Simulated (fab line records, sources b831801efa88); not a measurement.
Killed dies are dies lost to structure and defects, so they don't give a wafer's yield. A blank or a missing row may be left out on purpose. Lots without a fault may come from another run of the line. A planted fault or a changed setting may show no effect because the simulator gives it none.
Problem report in the 8D (eight disciplines) form, filled by code | flow sky130 | the parts of the form that need people (team, actions taken, sign-off) are left out

1. THE PROBLEM
oes_product_au at SKY_METAL5_METAL_ETCH_15 reads a mean of 0.699 a.u. on 3 wafers of 2 lots; wafers without a fault read 0.894 a.u. with a standard deviation of 0.0055. That is -36 standard deviations from the usual mean.
The step: etches the open film in Cl2/BCl3, stops on SiO2, target depth 1260 nm, time 252 s.
First seen on wafer L106.2, day 49 00:29, on rie_metal-02. The record holds 42 wafers of 14 lots with a number at this step. Rule for "out", or "out of limits": more than 4 standard deviations from the usual mean. The other wafers with a number count as sound.

2. WHAT IT IS AND WHAT IT IS NOT
question                    | is                     | is not
which readings at this step | oes_product_au         | bias_w, drypump_motor_current_A, rf_fwd_power_W, throttle_valve_pct
which lots                  | L105, L106             | L101, L108, L988, L989, L990, L991, L992, L993, L994, L995, L996, L997
which wafers of those lots  | L105.5, L106.2, L106.5 | L105.1, L105.4, L106.6
read on which tools         | rie_metal-02           | rie_metal-01, rie_metal-03
when                        | from day 49 00:29      | up to then (34 sound wafers); but 5 sound wafers of L105, L108 came after

3. SUSPECTS, AND WHAT RULES EACH OUT
Counting: a tool at a process step up to the reading stays a suspect if it ran every lot that is out. Sound lots after the first of them don't rule it out here, since some wafers of a struck lot are sound.
- rie_diel-04 at SKY_VIA4_ETCH_12 (etches SiO2 in C4F8/O2/Ar, stops on TiN, target depth 580 nm): kept. It ran every lot that is out, first L106 (day 48 04:14); its last sound lot up to then is L997 (day 46 00:22).
- rie_metal-02 at SKY_METAL5_METAL_ETCH_15 (etches the open film in Cl2/BCl3, stops on SiO2, target depth 1260 nm, time 252 s): kept. It ran every lot that is out, first L106 (day 49 00:29); its last sound lot up to then is L101 (day 47 22:41). Its own readings are out on those wafers: oes_product_au.
Left after counting: rie_diel-04 at SKY_VIA4_ETCH_12, rie_metal-02 at SKY_METAL5_METAL_ETCH_15.

4. THE CAUSE (what the simulator had put in)
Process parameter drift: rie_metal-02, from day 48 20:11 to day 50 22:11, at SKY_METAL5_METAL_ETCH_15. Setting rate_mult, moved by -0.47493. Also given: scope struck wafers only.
Counting left 2 suspects, and this tool is among them.

5. THE CHAIN OF EFFECTS, in route order
Each row: a reading whose mean over the struck wafers that have a number lies more than 3 standard deviations from the usual. Only readings for which the record gives a usual standard deviation are gone through. hours: the time from each lot's start at the first step in this table that gives one to its start at this step, as a median over the lots. sigmas: the change in usual standard deviations.
hours | step                     | reading                  | usual      | on struck wafers | change | sigmas
0     | SKY_METAL5_METAL_ETCH_15 | oes_product_au           | 0.894 a.u. | 0.699            | -0.195 | -36
0     | SKY_METAL5_STRIP_16      | strip_time_to_endpoint_s | 13.04 s    | 17.20            | +4.16  | +23
The process steps in it:
- SKY_METAL5_METAL_ETCH_15: etches the open film in Cl2/BCl3, stops on SiO2, target depth 1260 nm, time 252 s.
- SKY_METAL5_STRIP_16: strips in O2/N2.

6. WHAT WOULD HAVE CAUGHT IT SOONER
In this record the first reading out of limits was taken at day 49 00:29, 4 hours after the fault began at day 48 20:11.
